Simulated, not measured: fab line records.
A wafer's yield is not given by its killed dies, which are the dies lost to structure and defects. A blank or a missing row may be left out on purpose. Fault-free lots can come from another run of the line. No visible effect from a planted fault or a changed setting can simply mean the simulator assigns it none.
Problem report, 8D (eight disciplines) form, completed by code | flow sky130 | the parts of the form that need people (team, actions taken, sign-off) are left out

## 1. THE ISSUE
Mean of cd_nm at SKY_VT_ADJUST_HVTP_CD_MEAS_07: 347.7 nm across 9 wafers in 3 lots; on wafers with no fault it is 379.3 nm (standard deviation 2.4). That is -13 standard deviations from the usual mean.
The step: target cd 380 nm.
Seen first at day 10 07:18 on cd_sem-01, wafer L746.3. The record has a number at this step for 45 wafers belonging to 15 lots. The rule behind "out" and "out of limits": a value lying over 4 standard deviations away from the usual mean. The rest of the wafers with a number are treated as sound.

## 2. WHAT IT IS; WHAT IT IS NOT
question                    | is                     | is not
which readings at this step | cd_nm                  | -
which lots                  | L746, L747, L749       | L732, L733, L734, L735, L737, L738, L739, L740, L741, L745, L750, L753
which wafers of those lots  | all that have a number | -
read on which gauges        | cd_sem-01              | cd_sem-02
when                        | from day 10 07:18      | up to then (30 sound wafers); but 6 sound wafers of L750, L753 came after

## 3. THE SUSPECTS, EACH WITH WHAT RULES IT OUT
Counting: a tool at any process step up to the reading remains a suspect when it ran all the lots that are out and ran no sound lot after the first of those.
- the gauge at SKY_VT_ADJUST_HVTP_CD_MEAS_07 has been ruled out. All the wafers that are out were read on cd_sem-01, but those of them that SKY_VT_ADJUST_HVTP_EXPOSE_04 has rows for are out there too, on other tools.
- iline_stepper-02 at SKY_VT_ADJUST_HVTP_EXPOSE_04 (exposes mask HVTPM, target cd 380 nm): kept. All lots that are out passed through it, beginning with L746 at day 9 20:17, and no sound lot followed; its final sound lot before that point was L741 at day 8 06:18. Its own exposure_dose_mJ_cm2 readings are out on those wafers.
Remaining after the count: iline_stepper-02 at SKY_VT_ADJUST_HVTP_EXPOSE_04.

## 4. THE CAUSE (what the simulator had put in)
Drift in process parameters on iline_stepper-02 at SKY_VT_ADJUST_HVTP_EXPOSE_04, starting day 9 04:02. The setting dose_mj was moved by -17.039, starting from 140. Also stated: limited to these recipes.
After counting, this tool was the only one left.

## 5. THE EFFECT CHAIN, in route order
Rows list readings where the struck wafers' mean (over those with a number) sits beyond 3 standard deviations from the usual. Only readings for which the record gives a usual standard deviation are gone through. hours: the time from each lot's start at the first step in this table that gives one to its start at this step, as a median over the lots. sigmas: the change in usual standard deviations.
hours | step                          | reading              | usual    | on struck wafers | change | sigmas
0     | SKY_VT_ADJUST_HVTP_EXPOSE_04  | exposure_dose_mJ_cm2 | 141.60   | 126.77           | -14.83 | -99 or more
11    | SKY_VT_ADJUST_HVTP_CD_MEAS_07 | cd_nm                | 379.3 nm | 347.7            | -31.6  | -13
The process steps in it:
- SKY_VT_ADJUST_HVTP_EXPOSE_04: exposes mask HVTPM, target cd 380 nm.
Later steps that measure or inspect, where all struck wafers having a row at the step show a number for every such reading and not one has moved that far: SKY_VT_ADJUST_LVTN_OVL_MEAS_07.

## 6. WHAT WOULD HAVE CAUGHT IT SOONER
In this record the first reading out of limits at a measuring or inspecting step was taken at day 10 07:18, 27 hours after the fault began at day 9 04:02.
Tool's own readings at SKY_VT_ADJUST_HVTP_EXPOSE_04, exposure_dose_mJ_cm2: out on all struck wafers the step has rows for; an alarm limit on them would have tripped on the first.
Of the lots that are out (3), L749 began SKY_VT_ADJUST_HVTP_EXPOSE_04 on iline_stepper-02 after day 10 07:18. Putting the tool on hold at that point would have spared it.
